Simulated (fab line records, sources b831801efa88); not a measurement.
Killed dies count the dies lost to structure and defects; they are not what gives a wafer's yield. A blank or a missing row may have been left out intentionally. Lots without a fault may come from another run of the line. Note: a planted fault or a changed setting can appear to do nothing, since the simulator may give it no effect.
Which tool was responsible? ; flow sky130 ; Sampling: 6 lots, 18 wafers, 2 of 708 route steps

WHAT THE GAUGES READ, wafer by wafer
SKY_VT_ADJUST_PCH_TW_MEAS_10.
lot;measured;on;VT_ADJUST_PCH_TW
L128;day 12 02:30;film-metro-03;138.4 139.6 138.9
L130;day 12 15:17;film-metro-01;141.5 141.7 141.7
L132;day 13 01:10;film-metro-01;142.6 142.0 142.1
L140;day 15 22:44;film-metro-03;157.0 157.3 157.1
L143;day 16 15:22;film-metro-02;141.5 141.6 140.6
L146;day 17 23:25;film-metro-03;139.6 139.9 140.2

EACH LOT AND THE TOOL THAT RAN IT (in order: tool; ch and the chambers of the sampled wafers; start)
lot;SKY_VT_ADJUST_PCH_IMPLANT_08
L128;implanter-01 ch 0, day 12 02:15
L130;implanter-02 ch 0, day 12 15:02
L132;implanter-02 ch 0, day 13 00:56
L140;implanter-02 ch 0, day 15 22:29
L143;implanter-01 ch 0, day 16 15:07
L146;implanter-01 ch 0, day 17 23:10
- SKY_VT_ADJUST_PCH_IMPLANT_08

THE ANSWER, worked out from the rows above alone
Rule: the usual values come from the lots themselves. Put in order of their means at a reading, lots are off if they are a third of the lots or fewer, leave a main group of 4 or more, and stand apart from it by a gap of 3 or more times the standard deviation of the main group's means; of several such gaps the widest counts. If all means in a main group match to the digits the tables above print for the reading, that group is not used. A lot without any number at a reading at which 4 lots or more have one is off too. Any other lot the step has rows for is counted as sound.
Off: L140, seen at SKY_VT_ADJUST_PCH_TW_MEAS_10 (VT_ADJUST_PCH_TW). Main group: mean 140.8, sd 1.2.
If a tool, at a process step before that reading, ran all the lots that are off and no sound lot after the first of them, it fits. The gauges at SKY_VT_ADJUST_PCH_TW_MEAS_10 are tried like those tools. One fits: implanter-02 at SKY_VT_ADJUST_PCH_IMPLANT_08. A fault onset in the window from L132 (day 13 00:56, its last sound lot) to L140 (day 15 22:29, its first lot off) fits.

WHAT WAS PUT IN BY THE SIMULATOR
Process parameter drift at SKY_VT_ADJUST_PCH_IMPLANT_08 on implanter-02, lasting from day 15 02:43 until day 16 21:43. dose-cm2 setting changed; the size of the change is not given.
Lots struck among those shown: L140. The rule above reached the same finding.
